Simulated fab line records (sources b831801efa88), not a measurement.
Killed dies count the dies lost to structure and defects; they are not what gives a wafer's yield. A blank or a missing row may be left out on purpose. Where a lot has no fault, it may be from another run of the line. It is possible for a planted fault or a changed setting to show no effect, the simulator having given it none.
The tool behind it: which one? + flow gf180mcu + route of 602 steps, sampled at 1 step: 7 lots, 21 wafers

== WHAT THE GAUGES READ, wafer by wafer ==
GF_V5_THK_MEAS_25: measures by xrf.
| lot  | measured     | on            | V5_W_THK (nm) |
|------|--------------|---------------|---------------|
| L115 | day 27 22:01 | film_metro-04 | 357 357 360   |
| L119 | day 28 21:45 | film_metro-03 | 355 348 349   |
| L122 | day 30 08:20 | film_metro-02 | 343 351 344   |
| L132 | day 32 23:43 | film_metro-03 | 342 341 340   |
| L133 | day 33 01:25 | film_metro-02 | 344 347 350   |
| L135 | day 33 13:22 | film_metro-04 | 347 352 349   |
| L137 | day 33 20:55 | film_metro-02 | 353 357 347   |

== TOOL THAT RAN EACH LOT (tool first, then ch and the chambers of the sampled wafers, then the start) ==
Record: no process step prior to these readings.

== THE ANSWER, worked out from the rows above alone ==
Rule: what is usual is taken from the lots themselves. The widest of any qualifying gaps counts: lots, ordered by their means at a reading, are off when they make up no more than a third of the lots, leave a main group of 4 or more, and stand apart from it by 3 or more times the standard deviation of that group's means. Not used: any main group whose means are identical at the precision the tables above print for the reading. A lot without any number at a reading at which 4 lots or more have one is off too. Where the step has rows for the other lots, those lots are counted as sound.
No lot is off at any reading shown: from this, nothing can be told.

== WHAT HAD BEEN PUT IN BY THE SIMULATOR ==
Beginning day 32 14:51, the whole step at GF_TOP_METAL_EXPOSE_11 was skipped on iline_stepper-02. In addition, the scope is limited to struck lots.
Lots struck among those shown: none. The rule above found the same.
